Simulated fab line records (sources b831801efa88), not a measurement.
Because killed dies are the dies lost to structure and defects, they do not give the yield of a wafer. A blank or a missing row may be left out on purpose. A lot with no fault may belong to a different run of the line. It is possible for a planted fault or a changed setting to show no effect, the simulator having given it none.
Which of the tools did it? -- flow gf180mcu -- 39 wafers from 13 lots sampled at 5 of the route's 602 steps

WHAT THE GAUGES SHOWED, per wafer
GF_CONTACT_BOW_MEAS_05. Usual: CONTACT_BOW 66 um, standard deviation 7.8.
lot,measured,on,CONTACT_BOW (um),flag
L592,day 15 05:38,film metro-03,51 68 71,
L593,day 15 11:47,film metro-01,59 56 71,
L594,day 15 23:32,film metro-01,76 73 63,
L595,day 16 08:13,film metro-02,75 49 66,
L596,day 16 16:17,film metro-03,74 62 72,
L597,day 17 04:14,film metro-03,64 70 61,
L598,day 17 10:17,film metro-03,60 67 59,
L599,day 18 03:05,film metro-03,65 57 65,
L602,day 19 02:32,film metro-02,68 77 54,
L606,day 20 10:49,film metro-03,63 77 68,
L607,day 20 13:40,film metro-03,62 73 59,
L609,day 21 10:43,film metro-03,85 68 70,
L612,day 22 09:59,film metro-02,58 66 52,

GF_CONTACT_CD_MEAS_14: the cd target is 220 nm. Usual: 219.8 nm for cd nm, sd 1.3.
lot,measured,on,cd nm (nm),flag
L592,day 16 03:35,cd sem-02,218.7 216.9 218.2,
L593,day 16 09:20,cd sem-01,221.9 219.8 220.7,
L594,day 16 22:07,cd sem-01,223.5 220.4 221.7,
L595,day 17 06:35,cd sem-01,219.2 217.9 218.7,
L596,day 17 15:06,cd sem-02,219.8 220.0 220.7,
L597,day 18 03:35,cd sem-02,220.2 220.8 220.3,
L598,day 18 09:53,cd sem-02,218.7 218.9 217.5,
L599,day 19 03:28,cd sem-01,218.0 220.8 220.4,
L602,day 20 03:02,cd sem-01,239.2 239.6 240.2,OFF
L606,day 21 10:35,cd sem-01,221.6 220.5 221.5,
L607,day 21 14:09,cd sem-02,235.2 235.5 236.5,OFF
L609,day 22 10:43,cd sem-01,221.2 220.6 219.7,
L612,day 23 09:52,cd sem-01,219.0 220.0 220.9,

WHICH TOOL RAN EACH LOT (tool, then ch and the chambers of the sampled wafers, then the start)
lot,GF_SALICIDE_RTA_06,GF_SALICIDE_RTA_08,GF_CONTACT_EXPOSE_11
L592,"rtp anneal-01 ch 0, day 15 04:40","rtp anneal-02 ch 0, day 15 04:54","krf scanner-01 ch 0, day 15 16:38"
L593,"rtp anneal-01 ch 0, day 15 10:56","rtp anneal-02 ch 0, day 15 11:08","krf scanner-02 ch 0, day 15 22:46"
L594,"rtp anneal-02 ch 0, day 15 22:43","rtp anneal-01 ch 0, day 15 22:55","krf scanner-02 ch 0, day 16 10:49"
L595,"rtp anneal-01 ch 0, day 16 07:19","rtp anneal-02 ch 0, day 16 07:35","krf scanner-02 ch 0, day 16 19:38"
L596,"rtp anneal-02 ch 0, day 16 15:26","rtp anneal-02 ch 0, day 16 15:38","krf scanner-02 ch 0, day 17 03:41"
L597,"rtp anneal-02 ch 0, day 17 03:20","rtp anneal-02 ch 0, day 17 03:32","krf scanner-01 ch 0, day 17 15:58"
L598,"rtp anneal-02 ch 0, day 17 09:27","rtp anneal-02 ch 0, day 17 09:39","krf scanner-02 ch 0, day 17 22:32"
L599,"rtp anneal-02 ch 0, day 18 01:59","rtp anneal-01 ch 0, day 18 02:26","krf scanner-01 ch 0, day 18 15:12"
L602,"rtp anneal-02 ch 0, day 19 01:40","rtp anneal-01 ch 0, day 19 01:52","krf scanner-01 ch 0, day 19 14:29"
L606,"rtp anneal-02 ch 0, day 20 09:59","rtp anneal-01 ch 0, day 20 10:11","krf scanner-02 ch 0, day 20 22:53"
L607,"rtp anneal-02 ch 0, day 20 12:49","rtp anneal-01 ch 0, day 20 13:01","krf scanner-01 ch 0, day 21 02:26"
L609,"rtp anneal-01 ch 0, day 21 09:53","rtp anneal-02 ch 0, day 21 10:05","krf scanner-02 ch 0, day 21 22:52"
L612,"rtp anneal-01 ch 0, day 22 09:07","rtp anneal-02 ch 0, day 22 09:19","krf scanner-02 ch 0, day 22 22:11"
- GF_SALICIDE_RTA_06: time 30 s.
- GF_SALICIDE_RTA_08: time 30 s.
- GF_CONTACT_EXPOSE_11: exposes mask Contact, target cd 220 nm.

WHAT THE TOOLS THEMSELVES READ (means of the sampled wafers that have a number; where no wafer has one, the mark that the record gives instead)
GF_SALICIDE_RTA_06. Usual: anneal temp c max 532.7, standard deviation 0.69; lamp power pct 6.5 %, standard deviation 0.51; wafer_temp_C_max 532.5, standard deviation 0.62.
lot,tool,anneal temp c max,lamp power pct (%),wafer_temp_C_max,flag
L592,rtp anneal-01,532.3,7.0,532.7,
L593,rtp anneal-01,532.1,7.0,532.8,
L594,rtp anneal-02,532.4,6.0,532.3,
L595,rtp anneal-01,532.6,7.0,532.6,
L596,rtp anneal-02,533.1,6.0,532.9,
L597,rtp anneal-02,534.0,6.0,532.3,
L598,rtp anneal-02,533.1,6.0,531.8,
L599,rtp anneal-02,533.1,6.0,531.7,
L602,rtp anneal-02,533.1,6.0,532.2,
L606,rtp anneal-02,532.8,6.0,532.2,
L607,rtp anneal-02,532.7,6.0,532.6,
L609,rtp anneal-01,532.0,7.0,533.2,
L612,rtp anneal-01,532.2,7.0,533.2,

GF_SALICIDE_RTA_08. Usual: anneal temp c max 803.9, standard deviation 0.9; lamp power pct 18.0 %, standard deviation 1.4; wafer_temp_C_max 803.8, standard deviation 0.84.
lot,tool,anneal temp c max,lamp power pct (%),wafer_temp_C_max,flag
L592,rtp anneal-02,803.7,16.7,803.3,
L593,rtp anneal-02,804.5,16.7,804.1,
L594,rtp anneal-01,803.9,19.5,803.8,
L595,rtp anneal-02,804.4,16.7,803.0,
L596,rtp anneal-02,805.3,16.7,803.2,
L597,rtp anneal-02,805.1,16.7,803.5,
L598,rtp anneal-02,804.3,16.7,803.4,
L599,rtp anneal-01,802.7,19.5,804.8,
L602,rtp anneal-01,803.2,19.6,803.9,
L606,rtp anneal-01,803.9,19.5,805.2,
L607,rtp anneal-01,802.8,19.5,803.9,
L609,rtp anneal-02,804.7,16.7,804.2,
L612,rtp anneal-02,804.2,16.7,804.1,

GF_CONTACT_EXPOSE_11. Usual: 37.95 for exposure dose mJ cm2, sd 0.038.
lot,tool,exposure dose mJ cm2,flag
L592,krf scanner-01,37.88,
L593,krf scanner-02,37.99,
L594,krf scanner-02,37.94,
L595,krf scanner-02,37.95,
L596,krf scanner-02,37.98,
L597,krf scanner-01,37.94,
L598,krf scanner-02,37.91,
L599,krf scanner-01,37.95,
L602,krf scanner-01,42.80,OFF
L606,krf scanner-02,37.98,
L607,krf scanner-01,41.78,OFF
L609,krf scanner-02,37.97,
L612,krf scanner-02,37.95,

THE ANSWER, worked out from the rows above alone
Rule: a lot counts as off when the mean over its wafers that have a number is more than 3 standard deviations away from the usual mean. A lot without any number at a reading at which 4 lots or more have one is off too. Any other lot the step has rows for is counted as sound. After the gauges, taken in route order, come the tools' own readings; for these a lot's mean is taken, as printed above. The first step at which some lot is off is used, and at that step the reading that is off furthest; a lot without a number counts as furthest.
Off: L602, L607 (GF_CONTACT_CD_MEAS_14, cd nm).
If a tool, at a process step before that reading, ran all the lots that are off and no sound lot after the first of them, it fits. The gauges at GF_CONTACT_CD_MEAS_14 aren't tried: what is off there is off at GF_CONTACT_EXPOSE_11 too, on other tools, and a gauge's error can't cause that. One fits: krf scanner-01 at GF_CONTACT_EXPOSE_11. A fault onset in the window from L599 (day 18 15:12, its last sound lot) to L602 (day 19 14:29, its first lot off) fits.
The tool's own readings at GF_CONTACT_EXPOSE_11 bear it out: on the lots that are off they differ by more than 5 times the standard deviation of the sound lots' means. exposure dose mJ cm2 reads 42.29 there against 37.95 on the sound lots.

WHAT HAD BEEN PUT IN BY THE SIMULATOR
Process parameter drift: krf scanner-01, from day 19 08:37 on, at GF_CONTACT_EXPOSE_11. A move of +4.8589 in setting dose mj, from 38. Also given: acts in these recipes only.
Lots struck among those shown: L602, L607. The rule above found the same.
